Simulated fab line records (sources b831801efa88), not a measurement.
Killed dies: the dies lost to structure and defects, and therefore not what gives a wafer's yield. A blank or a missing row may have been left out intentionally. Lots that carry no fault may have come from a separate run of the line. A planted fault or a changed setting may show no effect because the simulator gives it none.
What tool caused it?    flow gf180mcu    12 lots with 36 wafers sampled at 4 steps, on a route of 602 steps

WHAT EACH GAUGE READ, for each wafer
GF_V4_THK_MEAS_03. Usual: V4_CVD_02_THK 848 nm, standard deviation 9.4.
lot   measured      on             V4_CVD_02_THK (nm)  flag
L651  day 25 03:35  film-metro-01  849 856 850         
L652  day 25 11:21  film-metro-01  828 836 845         
L653  day 25 17:50  film-metro-03  854 852 857         
L654  day 26 08:32  film-metro-04  839 837 853         
L656  day 27 01:02  film-metro-01  854 856 858         
L660  day 28 02:46  film-metro-01  825 842 836         
L661  day 28 05:46  film-metro-01  860 856 853         
L664  day 29 08:06  film-metro-01  853 860 869         
L667  day 30 00:03  film-metro-04  847 853 867         
L668  day 30 09:35  film-metro-01  846 858 871         
L669  day 30 14:29  film-metro-01  842 864 858         
L670  day 30 20:37  film-metro-03  845 858 855         

TOOL THAT RAN EACH LOT (tool first, then ch and the chambers of the sampled wafers, then the start)
lot   GF_HV_LDD_SOFTBAKE_15              GF_HV_LDD_STRIP_22                    GF_CONTACT_SPUTTER_23
L651  litho-track-03 ch 0, day 11 16:59  plasma-asher-03 ch 0,1, day 12 03:25  pvd-sputter-04, day 17 18:51
L652  litho-track-01 ch 0, day 12 00:21  plasma-asher-03 ch 0,1, day 12 10:13  pvd-sputter-03, day 18 03:50
L653  litho-track-03 ch 0, day 12 04:35  plasma-asher-04 ch 0,1, day 12 14:35  pvd-sputter-01, day 18 08:54
L654  litho-track-04 ch 0, day 12 15:39  plasma-asher-03 ch 0,1, day 13 02:03  pvd-sputter-03, day 19 01:49
L656  litho-track-04 ch 0, day 13 09:36  plasma-asher-01 ch 0,1, day 13 20:05  pvd-sputter-03, day 19 22:08
L660  litho-track-03 ch 0, day 14 14:20  plasma-asher-03 ch 0,1, day 15 01:11  pvd-sputter-03, day 21 05:31
L661  litho-track-03 ch 0, day 14 17:16  plasma-asher-04 ch 0,1, day 15 03:44  pvd-sputter-01, day 21 08:13
L664  litho-track-01 ch 0, day 15 21:38  plasma-asher-04 ch 0,1, day 16 08:45  pvd-sputter-04, day 22 15:34
L667  litho-track-01 ch 0, day 16 18:27  plasma-asher-01 ch 0,1, day 17 06:17  pvd-sputter-01, day 23 11:50
L668  litho-track-04 ch 0, day 17 03:18  plasma-asher-04 ch 0, day 17 15:39    pvd-sputter-03, day 23 23:32
L669  litho-track-04 ch 0, day 17 08:53  plasma-asher-04 ch 0,1, day 17 21:50  pvd-sputter-03, day 24 03:31
L670  litho-track-03 ch 0, day 17 18:34  plasma-asher-03 ch 0,1, day 18 06:39  pvd-sputter-03, day 24 11:49
- GF_HV_LDD_SOFTBAKE_15: time 60 s.
- GF_HV_LDD_STRIP_22: strips in O2/N2.
- GF_CONTACT_SPUTTER_23: material TiN, target thk 10 nm, time 40 s.

AS READ BY THE TOOLS THEMSELVES (means over the sampled wafers that have a number; for cases with no such wafer, the mark the record gives instead)
GF_HV_LDD_SOFTBAKE_15. Usual: heater-power-total-W 56.59 W, standard deviation 0.045; plate-temp-C 89.96 C, standard deviation 0.13.
lot   tool            heater-power-total-W (W)  plate-temp-C (C)  flag
L651  litho-track-03  56.58                     89.97             
L652  litho-track-01  56.59                     90.03             
L653  litho-track-03  56.59                     89.81             
L654  litho-track-04  56.64                     90.07             
L656  litho-track-04  56.61                     89.81             
L660  litho-track-03  52.87                     85.57             OFF
L661  litho-track-03  52.81                     85.70             OFF
L664  litho-track-01  56.60                     89.98             
L667  litho-track-01  56.60                     89.97             
L668  litho-track-04  56.53                     89.88             
L669  litho-track-04  56.60                     90.11             
L670  litho-track-03  56.62                     89.90             

GF_HV_LDD_STRIP_22. Usual: drypump-motor-current-A 6.0 A, standard deviation 0.5; heater-power-w 310 W, standard deviation 24; oes-product-au 0.716 a.u., standard deviation 0.0043; strip-time-to-endpoint-s 12.65 s, standard deviation 0.032.
lot   tool             drypump-motor-current-A (A)  heater-power-w (W)  oes-product-au (a.u.)  strip-time-to-endpoint-s (s)  flag
L651  plasma-asher-03  6.1                          330                 0.719                  12.65                         
L652  plasma-asher-03  6.0                          337                 0.717                  12.61                         
L653  plasma-asher-04  5.6                          288                 0.717                  12.66                         
L654  plasma-asher-03  6.1                          329                 0.718                  12.60                         
L656  plasma-asher-01  6.7                          304                 0.713                  12.64                         
L660  plasma-asher-03  6.1                          336                 0.717                  12.82                         OFF
L661  plasma-asher-04  5.6                          295                 0.716                  12.79                         OFF
L664  plasma-asher-04  5.6                          290                 0.716                  12.65                         
L667  plasma-asher-01  6.7                          305                 0.713                  12.67                         
L668  plasma-asher-04  5.3                          327                 0.713                  12.64                         
L669  plasma-asher-04  5.6                          292                 0.719                  12.64                         
L670  plasma-asher-03  6.1                          330                 0.716                  12.67                         

GF_CONTACT_SPUTTER_23. Usual: throttle-valve-pct 30.6 %, standard deviation 0.85.
lot   tool            throttle-valve-pct (%)  flag
L651  pvd-sputter-04  30.2                    
L652  pvd-sputter-03  31.2                    
L653  pvd-sputter-01  30.7                    
L654  pvd-sputter-03  30.2                    
L656  pvd-sputter-03  30.1                    
L660  pvd-sputter-03  30.0                    
L661  pvd-sputter-01  31.0                    
L664  pvd-sputter-04  30.6                    
L667  pvd-sputter-01  30.7                    
L668  pvd-sputter-03  29.7                    
L669  pvd-sputter-03  31.1                    
L670  pvd-sputter-03  30.9                    

THE ANSWER, worked out from the rows above alone
Rule: a lot counts as off when the mean over its wafers that have a number is more than 3 standard deviations away from the usual mean. A lot without any number at a reading at which 4 lots or more have one is off too. Any other lot the step has rows for is counted as sound. After the gauges, taken in route order, come the tools' own readings; for these a lot's mean is taken, as printed above. The first step at which some lot is off is used, and at that step the reading that is off furthest; a lot without a number counts as furthest.
Off: L660, L661 (GF_HV_LDD_SOFTBAKE_15, heater-power-total-W).
A tool fits if, at that step or a process step before it, it ran every lot that is off, and no sound lot after the first of them. Not one of the candidates tried fits.

WHAT THE SIMULATOR HAD PUT IN
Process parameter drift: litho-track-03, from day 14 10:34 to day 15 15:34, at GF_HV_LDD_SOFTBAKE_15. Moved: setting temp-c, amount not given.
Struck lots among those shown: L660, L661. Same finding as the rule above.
